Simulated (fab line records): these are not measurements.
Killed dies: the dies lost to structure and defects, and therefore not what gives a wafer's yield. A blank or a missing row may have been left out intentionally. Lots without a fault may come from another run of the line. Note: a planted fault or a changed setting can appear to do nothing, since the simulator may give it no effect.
Commonality check across tools | flow gf180mcu | Sampled: 10 lots, 36 wafers

WHAT PROMPTED THE OPENING
2 of 10 lots carry a flag on the reading NSD_TW at GF_NSD_TW_MEAS_12. No-fault wafers: 4237, standard deviation 51.
Rule: a lot is flagged when every wafer of it that has a number lies more than 4 standard deviations from that mean, or none has a number. The other lots count as sound.

lot  | measured     | on            | NSD_TW, wafer by wafer        | flag
L433 | day 13 07:56 | film metro-03 | 4265 4260 4249                |
L434 | day 13 22:27 | film metro-03 | 4228 4215 4216                |
L435 | day 14 14:20 | film metro-01 | 4284 4308 4305                |
L438 | day 15 06:06 | film metro-03 | 3954 3953 3931 3933 3927 3947 | FLAGGED
L439 | day 15 18:44 | film metro-01 | 3990 4000 3972 3972 3983 3989 | FLAGGED
L449 | day 18 22:06 | film metro-01 | 4338 4339 4334                |
L450 | day 19 05:48 | film metro-02 | 4199 4191 4190                |
L451 | day 19 09:20 | film metro-01 | 4280 4313 4281                |
L454 | day 20 12:22 | film metro-03 | 4238 4226 4228                |
L455 | day 20 19:01 | film metro-02 | 4203 4177 4218                |
The numbers of the flagged lots are 3963 on average: -274 against the usual, or -5 standard deviations.

EACH LOT AND THE TOOL IT RAN ON
4 process steps preceding the reading are held in the record, out of 602 steps in the route. Each cell gives the tool, then ch followed by the chambers the sampled wafers passed through, then the start.
lot  | flag    | GF_HV_LDD_STRIP_37                   | GF_HV_LDD_RTA_52                 | GF_NSD_IMPLANT_09               | GF_NSD_STRIP_11
L433 |         | plasma asher-04 ch 0,1, day 11 11:56 | rtp anneal-02 ch 0, day 12 07:43 | implanter-03 ch 0, day 13 07:32 | plasma asher-04 ch 0, day 13 07:49
L434 |         | plasma asher-04 ch 0,1, day 12 02:01 | rtp anneal-02 ch 0, day 12 22:10 | implanter-01 ch 0, day 13 22:04 | plasma asher-01 ch 0,1, day 13 22:20
L435 |         | plasma asher-04 ch 0,1, day 12 17:50 | rtp anneal-01 ch 0, day 13 14:51 | implanter-01 ch 0, day 14 13:56 | plasma asher-04 ch 0,1, day 14 14:14
L438 | FLAGGED | plasma asher-02 ch 0,1, day 13 07:34 | rtp anneal-02 ch 0, day 14 04:20 | implanter-01 ch 0, day 15 05:43 | plasma asher-04 ch 0,1, day 15 05:59
L439 | FLAGGED | plasma asher-01 ch 0,1, day 13 19:52 | rtp anneal-02 ch 0, day 14 17:26 | implanter-01 ch 0, day 15 18:20 | plasma asher-04 ch 0,1, day 15 18:38
L449 |         | plasma asher-02 ch 0,1, day 16 19:46 | rtp anneal-02 ch 0, day 17 19:10 | implanter-02 ch 0, day 18 21:44 | plasma asher-03 ch 0,1, day 18 22:01
L450 |         | plasma asher-04 ch 0,1, day 17 02:11 | rtp anneal-01 ch 0, day 18 02:12 | implanter-03 ch 0, day 19 05:25 | plasma asher-04 ch 0,1, day 19 05:41
L451 |         | plasma asher-02 ch 0,1, day 17 06:29 | rtp anneal-02 ch 0, day 18 06:20 | implanter-03 ch 0, day 19 08:56 | plasma asher-03 ch 0,1, day 19 09:13
L454 |         | plasma asher-04 ch 0,1, day 18 08:49 | rtp anneal-01 ch 0, day 19 09:05 | implanter-03 ch 0, day 20 11:59 | plasma asher-03 ch 0,1, day 20 12:16
L455 |         | plasma asher-01 ch 0,1, day 18 13:43 | rtp anneal-01 ch 0, day 19 14:22 | implanter-03 ch 0, day 20 18:38 | plasma asher-01 ch 0,1, day 20 18:55
What these steps do:
- GF_HV_LDD_STRIP_37: strips in O2/N2.
- GF_HV_LDD_RTA_52: time 10 s.
- GF_NSD_IMPLANT_09
- GF_NSD_STRIP_11: strips in O2/N2.
- GF_NSD_TW_MEAS_12

FLAGGED AGAINST TOTAL, ONE TOOL AT A TIME (gauges that did the reading follow at the end)
step               | tool            | lots run | flagged | share of the flagged lots | sound lots run after its first flagged lot
GF_HV_LDD_STRIP_37 | plasma asher-01 | 2        | 1       | some                      | 1 (L455)
GF_HV_LDD_STRIP_37 | plasma asher-02 | 3        | 1       | some                      | 2 (L449,L451)
GF_HV_LDD_STRIP_37 | plasma asher-04 | 5        | 0       | none                      | -
GF_HV_LDD_RTA_52   | rtp anneal-01   | 4        | 0       | none                      | -
GF_HV_LDD_RTA_52   | rtp anneal-02   | 6        | 2       | all                       | 2 (L449,L451)
GF_NSD_IMPLANT_09  | implanter-01    | 4        | 2       | all                       | 0
GF_NSD_IMPLANT_09  | implanter-02    | 1        | 0       | none                      | -
GF_NSD_IMPLANT_09  | implanter-03    | 5        | 0       | none                      | -
GF_NSD_STRIP_11    | plasma asher-01 | 2        | 0       | none                      | -
GF_NSD_STRIP_11    | plasma asher-03 | 3        | 0       | none                      | -
GF_NSD_STRIP_11    | plasma asher-04 | 5        | 2       | all                       | 1 (L450)
GF_NSD_TW_MEAS_12  | film metro-01   | 4        | 1       | some                      | 2 (L449,L451)
GF_NSD_TW_MEAS_12  | film metro-02   | 2        | 0       | none                      | -
GF_NSD_TW_MEAS_12  | film metro-03   | 4        | 1       | some                      | 1 (L454)

WHAT IS ALLOWED BY THE TABLE
Every flagged lot was run by 3 rows of the table: rtp anneal-02 at GF_HV_LDD_RTA_52, implanter-01 at GF_NSD_IMPLANT_09 and plasma asher-04 at GF_NSD_STRIP_11.
- rtp anneal-02 at GF_HV_LDD_RTA_52: 2 of its 6 lots flagged. Sound lots ran on it after the first flagged one (L449, L451), which a lasting fault on the whole tool wouldn't allow.
- implanter-01 at GF_NSD_IMPLANT_09: 2 of its 4 lots flagged. Last sound lot L435 at day 14 13:56, first flagged lot L438 at day 15 05:43; a fault beginning in between fits. Its own readings (beam energy keV) fall more than 4 standard deviations out on all wafers of the flagged lots.
- plasma asher-04 at GF_NSD_STRIP_11: 2 of its 5 lots flagged. Sound lots ran on it after the first flagged one (L450), which a lasting fault on the whole tool wouldn't allow. Its own readings (oes product au, strip time to endpoint s) fall more than 4 standard deviations out on all wafers of the flagged lots.
What remains is a single tool, implanter-01 at GF_NSD_IMPLANT_09.

WHAT THE SIMULATOR PUT IN
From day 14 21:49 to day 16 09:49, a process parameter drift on implanter-01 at GF_NSD_IMPLANT_09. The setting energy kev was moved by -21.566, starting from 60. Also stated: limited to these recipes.
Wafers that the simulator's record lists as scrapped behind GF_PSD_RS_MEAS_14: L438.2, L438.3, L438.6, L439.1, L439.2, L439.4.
Lots struck among those shown: L438, L439. The rule above found the same.
